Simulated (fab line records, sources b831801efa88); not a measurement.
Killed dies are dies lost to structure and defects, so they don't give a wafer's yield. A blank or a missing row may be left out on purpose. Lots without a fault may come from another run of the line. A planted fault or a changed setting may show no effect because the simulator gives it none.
Chamber matching | flow sky130 | SKY_VIA2_CMP_02 on cmp-02: 4 sister chambers
The step polishes SiO2. 8 wafers are shown with their chamber, then 8 later ones without.

WAFERS WITH THEIR CHAMBER
wafer  | chamber | motor_current_A (A)
L847.1 | 0       | 11.7
L849.2 | 0       | 12.3
L850.1 | 3       | 13.1
L850.4 | 2       | 15.1
L852.2 | 2       | 14.6
L852.3 | 1       | 13.9
L852.5 | 1       | 13.5
L856.1 | 3       | 13.0

WAFERS WITHOUT THEIR CHAMBER
wafer  | motor_current_A (A)
L856.2 | 13.9
L856.4 | 12.7
L865.1 | 15.5
L865.2 | 12.8
L865.4 | 13.6
L867.4 | 13.3
L867.5 | 14.5
L867.6 | 12.5

WHICH CHAMBER EACH WENT THROUGH
wafer  | from the rows above     | in truth
L856.2 | 1                       | 1
L856.4 | can't be placed: 3 or 0 | 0
L865.1 | 2                       | 2
L865.2 | can't be placed: 3 or 0 | 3
L865.4 | can't be placed: 1 or 3 | 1
L867.4 | can't be placed: 3 or 1 | 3
L867.5 | can't be placed: 2 or 1 | 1
L867.6 | can't be placed: 0 or 3 | 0
Placed correctly: 2 of 8. Can't be placed from these rows: 6 (the true chamber is among the candidates in 6). Placed wrongly: 0.
How it was worked out, from the rows above alone: a wafer's distance from a chamber is the root of the sum, over the readings, of the square of ((its reading less the chamber's mean) divided by the reading's scatter). The wafer belongs to the nearest chamber; if the next one is less than 2 further off, it can't be placed. A chamber's mean is the mean of its shown wafers. The scatter: the root of (the sum of the squares of (reading less its chamber's mean) over the shown wafers, divided by (wafers less chambers)).
